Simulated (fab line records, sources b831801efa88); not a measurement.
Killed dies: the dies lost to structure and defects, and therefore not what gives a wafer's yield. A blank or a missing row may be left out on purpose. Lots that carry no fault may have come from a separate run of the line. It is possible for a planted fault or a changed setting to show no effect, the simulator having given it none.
Which tool is to blame? :: flow gf180mcu :: 11 lots with 32 wafers sampled at 5 steps, on a route of 602 steps

== WHAT THE GAUGES READ, wafer by wafer ==
GF_V5_THK_MEAS_03.
lot: L267
measured: day 26 17:27
on: filmMetro-03
V5_CVD_02_THK (nm): 1460 1469 1463

lot: L268
measured: day 27 06:37
on: filmMetro-03
V5_CVD_02_THK (nm): 1443 1449 1468

lot: L269
measured: day 27 08:19
on: filmMetro-04
V5_CVD_02_THK (nm): 1438 1443 1444

lot: L270
measured: day 27 20:42
on: filmMetro-04
V5_CVD_02_THK (nm): 1434 1480 1458

lot: L271
measured: day 28 04:01
on: filmMetro-04
V5_CVD_02_THK (nm): 1446 1429 1464

lot: L272
measured: day 28 10:28
on: filmMetro-04
V5_CVD_02_THK (nm): 1475 1472 1469

lot: L282
measured: day 31 10:52
on: filmMetro-03
V5_CVD_02_THK (nm): 1459 1472

lot: L283
measured: day 31 17:57
on: filmMetro-04
V5_CVD_02_THK (nm): 1437 1453 1465

lot: L284
measured: day 31 22:28
on: filmMetro-04
V5_CVD_02_THK (nm): 1470 1458 1453

lot: L286
measured: day 32 06:34
on: filmMetro-04
V5_CVD_02_THK (nm): 1457 1434 1468

lot: L288
measured: day 32 17:32
on: filmMetro-04
V5_CVD_02_THK (nm): 1463 1415 1452

GF_TOP_METAL_RS_MEAS_05: measures by four-point-probe.
lot: L267
measured: day 27 16:04
on: filmMetro-03
TOP_METAL_ALCU_RS (ohm/sq): 0.0329 0.0328 0.0329

lot: L268
measured: day 28 05:23
on: filmMetro-03
TOP_METAL_ALCU_RS (ohm/sq): 0.0324 0.0328 0.0324

lot: L269
measured: day 28 07:06
on: filmMetro-03
TOP_METAL_ALCU_RS (ohm/sq): 0.0329 0.0325 0.0328

lot: L270
measured: day 28 18:22
on: filmMetro-03
TOP_METAL_ALCU_RS (ohm/sq): 0.0329 0.0332 0.0333

lot: L271
measured: day 29 01:42
on: filmMetro-04
TOP_METAL_ALCU_RS (ohm/sq): 0.0332 0.0338 0.0336

lot: L272
measured: day 29 08:09
on: filmMetro-04
TOP_METAL_ALCU_RS (ohm/sq): 0.0329 0.0329 0.0330

lot: L282
measured: day 32 06:20
on: filmMetro-03
TOP_METAL_ALCU_RS (ohm/sq): 0.0458 0.0454

lot: L283
measured: day 32 12:52
on: filmMetro-03
TOP_METAL_ALCU_RS (ohm/sq): 0.0324 0.0324 0.0327

lot: L284
measured: day 32 17:30
on: filmMetro-02
TOP_METAL_ALCU_RS (ohm/sq): 0.0325 0.0329 0.0331

lot: L286
measured: day 33 01:14
on: filmMetro-04
TOP_METAL_ALCU_RS (ohm/sq): 0.0323 0.0325 0.0327

lot: L288
measured: day 33 11:31
on: filmMetro-04
TOP_METAL_ALCU_RS (ohm/sq): 0.0331 0.0327 0.0333

GF_TOP_METAL_THK_MEAS_06: measures by xrf.
lot: L267
measured: day 27 16:11
on: filmMetro-03
TOP_METAL_ALCU_THK (nm): 906 911 907

lot: L268
measured: day 28 05:30
on: filmMetro-03
TOP_METAL_ALCU_THK (nm): 927 916 930

lot: L269
measured: day 28 07:13
on: filmMetro-03
TOP_METAL_ALCU_THK (nm): 912 924 914

lot: L270
measured: day 28 18:29
on: filmMetro-03
TOP_METAL_ALCU_THK (nm): 911 906 901

lot: L271
measured: day 29 01:49
on: filmMetro-04
TOP_METAL_ALCU_THK (nm): 889 880 884

lot: L272
measured: day 29 08:16
on: filmMetro-04
TOP_METAL_ALCU_THK (nm): 903 902 896

lot: L282
measured: day 32 06:26
on: filmMetro-03
TOP_METAL_ALCU_THK (nm): 651 662

lot: L283
measured: day 32 12:59
on: filmMetro-03
TOP_METAL_ALCU_THK (nm): 922 920 916

lot: L284
measured: day 32 17:37
on: filmMetro-02
TOP_METAL_ALCU_THK (nm): 934 922 915

lot: L286
measured: day 33 01:21
on: filmMetro-04
TOP_METAL_ALCU_THK (nm): 920 913 909

lot: L288
measured: day 33 11:38
on: filmMetro-04
TOP_METAL_ALCU_THK (nm): 899 908 896

== WHAT TOOL EACH LOT RAN ON (gives the tool, then ch and the chambers of the sampled wafers, and finally the start) ==
lot: L267
GF_V5_SPUTTER_22: pvdSputter-04, day 27 15:04
GF_TOP_METAL_SPUTTER_02: pvdSputter-03, day 27 15:59

lot: L268
GF_V5_SPUTTER_22: pvdSputter-02, day 28 04:31
GF_TOP_METAL_SPUTTER_02: pvdSputter-03, day 28 05:17

lot: L269
GF_V5_SPUTTER_22: pvdSputter-04, day 28 06:15
GF_TOP_METAL_SPUTTER_02: pvdSputter-01, day 28 07:01

lot: L270
GF_V5_SPUTTER_22: pvdSputter-03, day 28 17:30
GF_TOP_METAL_SPUTTER_02: pvdSputter-01, day 28 18:16

lot: L271
GF_V5_SPUTTER_22: pvdSputter-02, day 29 00:51
GF_TOP_METAL_SPUTTER_02: pvdSputter-01, day 29 01:37

lot: L272
GF_V5_SPUTTER_22: pvdSputter-03, day 29 07:17
GF_TOP_METAL_SPUTTER_02: pvdSputter-01, day 29 08:02

lot: L282
GF_V5_SPUTTER_22: pvdSputter-03, day 32 05:27
GF_TOP_METAL_SPUTTER_02: pvdSputter-01, day 32 06:13

lot: L283
GF_V5_SPUTTER_22: pvdSputter-03, day 32 12:01
GF_TOP_METAL_SPUTTER_02: pvdSputter-03, day 32 12:47

lot: L284
GF_V5_SPUTTER_22: pvdSputter-02, day 32 16:32
GF_TOP_METAL_SPUTTER_02: pvdSputter-02, day 32 17:25

lot: L286
GF_V5_SPUTTER_22: pvdSputter-03, day 33 00:23
GF_TOP_METAL_SPUTTER_02: pvdSputter-02, day 33 01:08

lot: L288
GF_V5_SPUTTER_22: pvdSputter-04, day 33 10:39
GF_TOP_METAL_SPUTTER_02: pvdSputter-02, day 33 11:25
- GF_V5_SPUTTER_22: material TiN, target thk 10 nm, time 40 s.
- GF_TOP_METAL_SPUTTER_02: material AlCu, target thk 900 nm, time 47.82 s.

== AS READ BY THE TOOLS THEMSELVES (means over the sampled wafers that have a number; for cases with no such wafer, the mark the record gives instead) ==
GF_V5_SPUTTER_22.
lot: L267
tool: pvdSputter-04
throttleValvePct (%): 31.3

lot: L268
tool: pvdSputter-02
throttleValvePct (%): 29.4

lot: L269
tool: pvdSputter-04
throttleValvePct (%): 30.9

lot: L270
tool: pvdSputter-03
throttleValvePct (%): 29.1

lot: L271
tool: pvdSputter-02
throttleValvePct (%): 30.3

lot: L272
tool: pvdSputter-03
throttleValvePct (%): 29.2

lot: L282
tool: pvdSputter-03
throttleValvePct (%): 31.8

lot: L283
tool: pvdSputter-03
throttleValvePct (%): 30.4

lot: L284
tool: pvdSputter-02
throttleValvePct (%): 30.3

lot: L286
tool: pvdSputter-03
throttleValvePct (%): 29.7

lot: L288
tool: pvdSputter-04
throttleValvePct (%): 30.1

GF_TOP_METAL_SPUTTER_02.
lot: L267
tool: pvdSputter-03
throttleValvePct (%): 29.6

lot: L268
tool: pvdSputter-03
throttleValvePct (%): 31.0

lot: L269
tool: pvdSputter-01
throttleValvePct (%): 29.6

lot: L270
tool: pvdSputter-01
throttleValvePct (%): 29.8

lot: L271
tool: pvdSputter-01
throttleValvePct (%): 30.0

lot: L272
tool: pvdSputter-01
throttleValvePct (%): 29.7

lot: L282
tool: pvdSputter-01
throttleValvePct (%): 30.3

lot: L283
tool: pvdSputter-03
throttleValvePct (%): 30.4

lot: L284
tool: pvdSputter-02
throttleValvePct (%): 30.7

lot: L286
tool: pvdSputter-02
throttleValvePct (%): 30.7

lot: L288
tool: pvdSputter-02
throttleValvePct (%): 30.9

== THE ANSWER, worked out from the rows above alone ==
Rule: usual is defined by the lots themselves. Put in order of their means at a reading, lots are off if they are a third of the lots or fewer, leave a main group of 4 or more, and stand apart from it by a gap of 3 or more times the standard deviation of the main group's means; of several such gaps the widest counts. A main group is skipped when, at the precision printed for the reading in the tables above, its means are all equal. Also off: a lot with no number at a reading for which 4 or more lots have one. Where the step has rows for the other lots, those lots are counted as sound. The gauges are gone through in route order, then the tools' own readings, and for those a lot's mean is taken as printed above. The first step at which some lot is off is used, and at that step the reading that is off furthest; a lot without a number counts as furthest.
Off: L282, at GF_TOP_METAL_RS_MEAS_05 (TOP_METAL_ALCU_RS). The main group: mean 0.0329 ohm/sq, standard deviation 0.00031.
If a tool, at a process step before that reading, ran all the lots that are off and no sound lot after the first of them, it fits. Gauges at GF_TOP_METAL_RS_MEAS_05: tried the same way as those tools. One candidate fits, namely pvdSputter-01 at GF_TOP_METAL_SPUTTER_02. Its last sound lot is L272 (day 29 08:02), its first lot that is off L282 (day 32 06:13): a fault that began between those two fits.

== WHAT HAD BEEN PUT IN BY THE SIMULATOR ==
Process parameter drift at GF_TOP_METAL_SPUTTER_02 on pvdSputter-01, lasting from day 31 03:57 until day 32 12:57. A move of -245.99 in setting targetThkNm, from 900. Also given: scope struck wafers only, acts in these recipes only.
Shown lots that were struck: L282. The same result came from the rule above.
